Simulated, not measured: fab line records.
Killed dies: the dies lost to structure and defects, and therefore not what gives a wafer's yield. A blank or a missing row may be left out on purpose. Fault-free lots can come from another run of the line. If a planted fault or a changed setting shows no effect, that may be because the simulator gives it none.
Comparing a struck lot with a sound one | flow sky130 | 17 steps out of a route of 708
Sound: these wafers, L791.1, L791.4, L791.5. Wafers struck: L798.2, L798.4, L798.5. Last of all comes the cause.
At each step with rows: each side's tool, then ch and its chambers, then its first start. Under that, the readings that differ: sound wafers | struck wafers | difference of the means | sigmas: that difference in standard deviations of wafers without a fault.
alike: a reading whose means differ by less than 2 such deviations, as well as words and numbers matching on both sides. not compared: withheld readings; readings where some wafer has no value; bounds like >300 that might hide an equal value; numbers whose values overlap and for which the record gives no deviation.
A row with sigmas, a row that says differs or no value, or rows on one side alone: a step with any of these is where the two part. Non-overlapping numbers with no deviation appear without sigmas and do not part them. A reading missing from all wafers of one side parts the sides only when that side holds two or more wafers.

SKY_GATE_OXIDE_TW_MEAS_14:
  sound: film-metro-01 at day 14 02:31; struck: film-metro-01 at day 16 14:07
  alike: GATE_OXIDE_TW
then, 3 steps without rows for these wafers: SKY_GATE_OXIDE_CLEAN_15 (cleans in SC1/SC2, time 150 s); SKY_GATE_OXIDE_OXIDATION_16 (stabilise 600 s, purge 300 s, target thk 3.57 nm); SKY_POLY_GATE_CVD_00 (deposits poly-Si, target thk 180 nm, time 720 s).
SKY_POLY_GATE_THK_MEAS_01:
  sound: film-metro-01 at day 14 06:40; struck: film-metro-02 at day 16 17:16
  alike: POLY_GATE_CVD_00_THK
then, 7 steps without rows for these wafers: SKY_RES_PROTECT_DEHYDRATE_00 (time 60 s); SKY_RES_PROTECT_HMDS_01 (prime time 60 s); SKY_RES_PROTECT_COAT_02 (resist thk 1140 nm); SKY_RES_PROTECT_SOFTBAKE_03 (time 60 s); SKY_RES_PROTECT_EXPOSE_04 (exposes mask RPM, target cd 1270 nm); SKY_RES_PROTECT_PEB_05; SKY_RES_PROTECT_DEVELOP_06 (develop time 60 s).
SKY_POLY_GATE_IMPLANT_02:
  sound on implanter-01 ch 0, day 15 08:34; struck on implanter-02 ch 0, day 17 21:44
  reading       | sound                         | struck                          | difference  | sigmas
  beam-on-s (s) | 38.8 38.4 38.3                | 61.8 61.7 62.0                  | +23.3       | +9
  dose-ions-cm2 | 7.687e+15 7.692e+15 7.696e+15 | 1.4133e+16 1.4135e+16 1.413e+16 | +6.4410e+15 | +99 or more
SKY_RES_PROTECT_STRIP_07: strips in O2/N2.
  sound on plasma-asher-03 ch 0, day 15 08:43; struck on plasma-asher-01 ch 0, day 17 21:52
  reading                      | sound             | struck            | difference | sigmas
  drypump-motor-current-A (A)  | 6.2 6.2 6.2       | 5.3 5.3 5.3       | -0.9       | -2
  oes-product-au (a.u.)        | 0.513 0.513 0.512 | 0.498 0.492 0.493 | -0.018     | -4
  strip-time-to-endpoint-s (s) | 23.31 23.32 23.28 | 25.06 25.09 25.03 | +1.76      | +50
  alike: chamber-pressure-mTorr
  not compared: rf-hours-counter-h
SKY_RES_PROTECT_TW_MEAS_08:
  sound: film-metro-03 at day 15 08:49; struck: film-metro-02 at day 17 21:58
  reading      | sound          | struck         | difference | sigmas
  POLY_GATE_TW | 4122 4114 4118 | 4168 4188 4194 | +65        | +2
then, 1 step without rows for these wafers: SKY_RES_PROTECT_CLEAN_09 (cleans in SC1/SC2, time 150 s).
-- here the record skips 30 days between the struck wafers' starts before and after, leaving off in module RES_PROTECT and picking up in module PAD_OPEN (first step shown: number 708 of the route) --
SKY_PAD_OPEN_PROBE_99:
  sound: prober-02 at day 45 21:55; struck: prober-01 at day 47 18:56
  reading                          | sound             | struck            | difference | sigmas
  model.etest.res-poly.line-ohm-um | 453.7 497.3 471   | 388.4 378.1 392.3 | -87.7      |
  model.etest.licon-poly.rc-ohm    | 148.4 152.6 150.1 | 107.3 112.7 111.9 | -39.7      |
  model.etest.res-poly.rs-ohm-sq   | 46.35 47.14 46.47 | 36.59 36.07 36.76 | -10.18     |
  alike: killed_at_M0_to_M3, killed_at_M4_up, killed-at-contacts, killed-at-front-end, killed-at-other, killed-dies, killed-open, killed-short

WHERE THEY PART
Last at SKY_RES_PROTECT_TW_MEAS_08 as far as this record goes, first at SKY_POLY_GATE_IMPLANT_02. Later steps at which nothing parts them and some readings are alike: SKY_PAD_OPEN_PROBE_99.

WHY: what the simulator had put in
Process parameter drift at SKY_POLY_GATE_IMPLANT_02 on implanter-02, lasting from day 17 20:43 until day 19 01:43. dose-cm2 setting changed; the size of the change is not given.
